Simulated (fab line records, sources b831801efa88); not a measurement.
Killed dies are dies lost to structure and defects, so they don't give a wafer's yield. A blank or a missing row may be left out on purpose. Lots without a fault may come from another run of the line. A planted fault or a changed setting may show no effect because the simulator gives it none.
Which tool did it? | flow sky130 | 10 lots, 30 wafers sampled, at 7 steps of a route of 708

WHAT THE GAUGES READ, wafer by wafer
SKY_VIA1_RS_MEAS_22: measures by four-point-probe.
lot  | measured     | on            | VIA1_W_RS (ohm/sq)
L603 | day 34 23:20 | film_metro-02 | 0.430 0.428 0.411
L605 | day 35 10:25 | film_metro-01 | 0.428 0.423 0.428
L604 | day 35 23:11 | film_metro-02 | 0.427 0.429 0.422
L606 | day 36 11:52 | film_metro-02 | 0.426 0.431 0.436
L608 | day 37 04:52 | film_metro-04 | 0.426 0.425 0.423
L615 | day 38 13:53 | film_metro-04 | 0.692 0.435 0.433
L614 | day 38 18:15 | film_metro-01 | 0.655 0.695 0.412
L620 | day 39 23:11 | film_metro-02 | 0.432 0.428 0.435
L621 | day 40 05:50 | film_metro-01 | 0.430 0.430 0.428
L623 | day 41 08:48 | film_metro-02 | 0.428 0.414 0.416

SKY_VIA1_THK_MEAS_23: measures by xrf.
lot  | measured     | on            | VIA1_W_THK (nm)
L603 | day 34 23:26 | film_metro-02 | 264 264 274
L605 | day 35 10:32 | film_metro-01 | 263 266 262
L604 | day 35 23:18 | film_metro-02 | 263 262 267
L606 | day 36 11:58 | film_metro-02 | 265 263 259
L608 | day 37 04:59 | film_metro-04 | 265 265 265
L615 | day 38 14:00 | film_metro-04 | 164 256 259
L614 | day 38 18:22 | film_metro-01 | 173 163 271
L620 | day 39 23:17 | film_metro-02 | 260 263 259
L621 | day 40 05:56 | film_metro-01 | 261 262 264
L623 | day 41 08:55 | film_metro-02 | 263 271 268

SKY_VIA2_BOW_MEAS_03.
lot  | measured     | on            | VIA2_BOW (um)
L603 | day 36 02:52 | film_metro-02 | 74 76 69
L605 | day 36 14:14 | film_metro-04 | 101 105 89
L604 | day 37 03:46 | film_metro-02 | 98 86 78
L606 | day 37 16:39 | film_metro-02 | 87 86 86
L608 | day 38 09:14 | film_metro-03 | 85 84 79
L615 | day 39 16:46 | film_metro-02 | 77 90 72
L614 | day 39 20:56 | film_metro-02 | 87 85 90
L620 | day 41 01:17 | film_metro-03 | 88 86 87
L621 | day 41 08:16 | film_metro-03 | 83 91 90
L623 | day 42 10:48 | film_metro-03 | 71 81 85

SKY_VIA2_THK_MEAS_23: measures by xrf.
lot  | measured     | on            | VIA2_W_THK (nm)
L603 | day 37 05:40 | film_metro-02 | 411 409 408
L605 | day 37 17:25 | film_metro-03 | 419 408 420
L604 | day 38 06:28 | film_metro-03 | 401 406 406
L606 | day 38 18:50 | film_metro-02 | 418 419 423
L608 | day 39 11:11 | film_metro-03 | 425 410 424
L615 | day 40 18:02 | film_metro-04 | 391 393 404
L614 | day 40 22:29 | film_metro-02 | 399 411 413
L620 | day 42 01:09 | film_metro-04 | 408 400 411
L621 | day 42 08:47 | film_metro-02 | 398 402 394
L623 | day 43 10:44 | film_metro-02 | 407 402 400

WHICH TOOL RAN EACH LOT (tool, then ch and the chambers of the sampled wafers, then the start)
lot  | SKY_VIA1_CVD_21               | SKY_VIA1_CMP_24               | SKY_VIA2_ETCH_14
L603 | cvd_w-02 ch 0,1, day 34 23:14 | cmp-01 ch 0,1, day 34 23:29   | rie_diel-04 ch 2,3, day 37 04:34
L605 | cvd_w-01 ch 0, day 35 10:18   | cmp-02 ch 1,2, day 35 10:35   | rie_diel-03 ch 0,3, day 37 16:20
L604 | cvd_w-01 ch 0,1, day 35 23:05 | cmp-02 ch 0,1,3, day 35 23:25 | rie_diel-04 ch 0,3, day 38 05:07
L606 | cvd_w-02 ch 0, day 36 11:45   | cmp-02 ch 0,1,3, day 36 12:04 | rie_diel-02 ch 0,3, day 38 17:49
L608 | cvd_w-01 ch 0,1, day 37 04:47 | cmp-02 ch 0,2,3, day 37 05:03 | rie_diel-03 ch 0,2, day 39 10:10
L615 | cvd_w-02 ch 0,1, day 38 13:47 | cmp-01 ch 0,3, day 38 14:07   | rie_diel-04 ch 0,1, day 40 16:55
L614 | cvd_w-02 ch 0,1, day 38 18:10 | cmp-02 ch 0,1,3, day 38 18:26 | rie_diel-03 ch 0,1,3, day 40 21:28
L620 | cvd_w-01 ch 0,1, day 39 23:05 | cmp-02 ch 1,2, day 39 23:23   | rie_diel-04 ch 0,1, day 42 00:07
L621 | cvd_w-01 ch 0, day 40 05:43   | cmp-01 ch 1,2,3, day 40 06:02 | rie_diel-03 ch 2,3, day 42 07:34
L623 | cvd_w-02 ch 0,1, day 41 08:41 | cmp-01 ch 0,3, day 41 09:01   | rie_diel-02 ch 0,2, day 43 09:43
- SKY_VIA1_CVD_21: deposits W, target thk 270 nm, time 80.902 s.
- SKY_VIA1_CMP_24: polishes, stops on SiO2, t overpolish 15 s, target thk 0 nm.
- SKY_VIA2_ETCH_14: etches BARC in N2/H2, stops on SiO2, time 45.9 s, target depth 60 nm.

WHAT THE TOOLS THEMSELVES READ (means of the sampled wafers that have a number; where no wafer has one, the mark that the record gives instead)
SKY_VIA1_CVD_21.
lot  | tool     | heater_power_w (W)
L603 | cvd_w-02 | 793
L605 | cvd_w-01 | 899
L604 | cvd_w-01 | 926
L606 | cvd_w-02 | 805
L608 | cvd_w-01 | 948
L615 | cvd_w-02 | 805
L614 | cvd_w-02 | 800
L620 | cvd_w-01 | 868
L621 | cvd_w-01 | 810
L623 | cvd_w-02 | 826

SKY_VIA1_CMP_24.
lot  | tool   | motor_current_A (A) | slurry_flow_ml_min | time_to_endpoint_s (s)
L603 | cmp-01 | 11.6                | 149.8              | 70
L605 | cmp-02 | 12.0                | 149.6              | 65
L604 | cmp-02 | 11.3                | 149.8              | 62
L606 | cmp-02 | 11.5                | 150.2              | 60
L608 | cmp-02 | 11.8                | 149.9              | 61
L615 | cmp-01 | 10.6                | 150.6              | 58
L614 | cmp-02 | 11.6                | 149.5              | 45
L620 | cmp-02 | 12.0                | 149.0              | 64
L621 | cmp-01 | 10.1                | 149.8              | 63
L623 | cmp-01 | 10.8                | 149.8              | 64

SKY_VIA2_ETCH_14.
lot  | tool        | drypump_motor_current_A (A) | h2_flow_sccm (sccm) | oes_product_au (a.u.) | throttle_valve_pct (%)
L603 | rie_diel-04 | 6.4                         | 199.9               | 0.854                 | 13.228
L605 | rie_diel-03 | 6.1                         | 200.0               | 0.853                 | 13.220
L604 | rie_diel-04 | 6.2                         | 199.6               | 0.855                 | 13.229
L606 | rie_diel-02 | 6.1                         | 200.1               | 0.853                 | 13.229
L608 | rie_diel-03 | 6.1                         | 200.7               | 0.854                 | 13.222
L615 | rie_diel-04 | 5.6                         | 200.5               | 0.857                 | 13.236
L614 | rie_diel-03 | 6.1                         | 200.3               | 0.854                 | 13.228
L620 | rie_diel-04 | 5.6                         | 199.7               | 0.862                 | 13.230
L621 | rie_diel-03 | 6.3                         | 200.0               | 0.858                 | 13.226
L623 | rie_diel-02 | 6.1                         | 200.2               | 0.861                 | 13.225

THE ANSWER, worked out from the rows above alone
Rule: what is usual is taken from the lots themselves. Put in order of their means at a reading, lots are off if they are a third of the lots or fewer, leave a main group of 4 or more, and stand apart from it by a gap of 3 or more times the standard deviation of the main group's means; of several such gaps the widest counts. A main group whose means are all the same, to the digits that the tables above print for the reading, isn't used. A lot without any number at a reading at which 4 lots or more have one is off too. The other lots that the step has rows for count as sound. The gauges are gone through in route order, then the tools' own readings, and for those a lot's mean is taken as printed above. The first step at which some lot is off is used, and at that step the reading that is off furthest; a lot without a number counts as furthest.
Off: L615, L614, at SKY_VIA1_RS_MEAS_22 (VIA1_W_RS). The main group: mean 0.426 ohm/sq, standard deviation 0.0039.
A tool fits if, at a process step before that reading, it ran every lot that is off, and no sound lot after the first of them. The gauges at SKY_VIA1_RS_MEAS_22 are tried like those tools. None of those tried fits.

WHAT THE SIMULATOR HAD PUT IN
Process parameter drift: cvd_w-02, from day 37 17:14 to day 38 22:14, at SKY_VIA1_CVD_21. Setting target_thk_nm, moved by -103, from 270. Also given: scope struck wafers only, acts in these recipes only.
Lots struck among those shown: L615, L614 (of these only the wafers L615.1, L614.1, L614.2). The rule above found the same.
